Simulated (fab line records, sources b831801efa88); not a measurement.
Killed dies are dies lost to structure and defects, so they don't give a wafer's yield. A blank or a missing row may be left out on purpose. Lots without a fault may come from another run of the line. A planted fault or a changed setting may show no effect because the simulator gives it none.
Problem report in the 8D (eight disciplines) form, filled by code | flow gf180mcu | the parts of the form that need people (team, actions taken, sign-off) are left out

1. THE PROBLEM
run_length_s at GF_HV_LDD_CLEAN_51 reads a mean of 84 s on 6 wafers of 2 lots; wafers without a fault read 177 s with a standard deviation of 3.4. That is -27 standard deviations from the usual mean.
The step: cleans in SC1/SC2, time 150 s.
First seen on wafer L513.2, day 16 01:42, on wet_bench-02. The record holds 18 wafers of 6 lots with a number at this step. Rule for "out", or "out of limits": more than 4 standard deviations from the usual mean. The other wafers with a number count as sound.

2. WHAT IT IS AND WHAT IT IS NOT
question                    | is                     | is not
which readings at this step | run_length_s           | -
which lots                  | L513, L514             | L502, L505, L524, L525
which wafers of those lots  | all that have a number | -
read on which tools         | wet_bench-02           | wet_bench-01, wet_bench-03
when                        | from day 16 01:42      | up to then (6 sound wafers); but 6 sound wafers of L524, L525 came after

3. SUSPECTS, AND WHAT RULES EACH OUT
Counting: a tool at a process step up to the reading stays a suspect if it ran every lot that is out and no sound lot after the first of them.
- wet_bench-02 at GF_HV_LDD_CLEAN_51 (cleans in SC1/SC2, time 150 s): kept. It ran every lot that is out, first L513 (day 16 01:42), and no sound lot after that; its last sound lot up to then is L502 (day 12 10:37). Its own readings are out on those wafers: run_length_s.
Left after counting: wet_bench-02 at GF_HV_LDD_CLEAN_51.

4. THE CAUSE (what the simulator had put in)
Process parameter drift: wet_bench-02, from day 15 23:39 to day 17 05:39, at GF_HV_LDD_CLEAN_51. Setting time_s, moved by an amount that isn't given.
Counting left only this tool.

5. THE CHAIN OF EFFECTS, in route order
Each row: a reading whose mean over the struck wafers that have a number lies more than 3 standard deviations from the usual. Only readings for which the record gives a usual standard deviation are gone through. hours: the time from each lot's start at the first step in this table that gives one to its start at this step, as a median over the lots. sigmas: the change in usual standard deviations.
hours | step               | reading      | usual | on struck wafers | change | sigmas
0     | GF_HV_LDD_CLEAN_51 | run_length_s | 177 s | 84               | -92    | -27
The process steps in it:
- GF_HV_LDD_CLEAN_51: cleans in SC1/SC2, time 150 s.

6. WHAT WOULD HAVE CAUGHT IT SOONER
In this record the first reading out of limits was taken at day 16 01:42, 2 hours after the fault began at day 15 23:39.
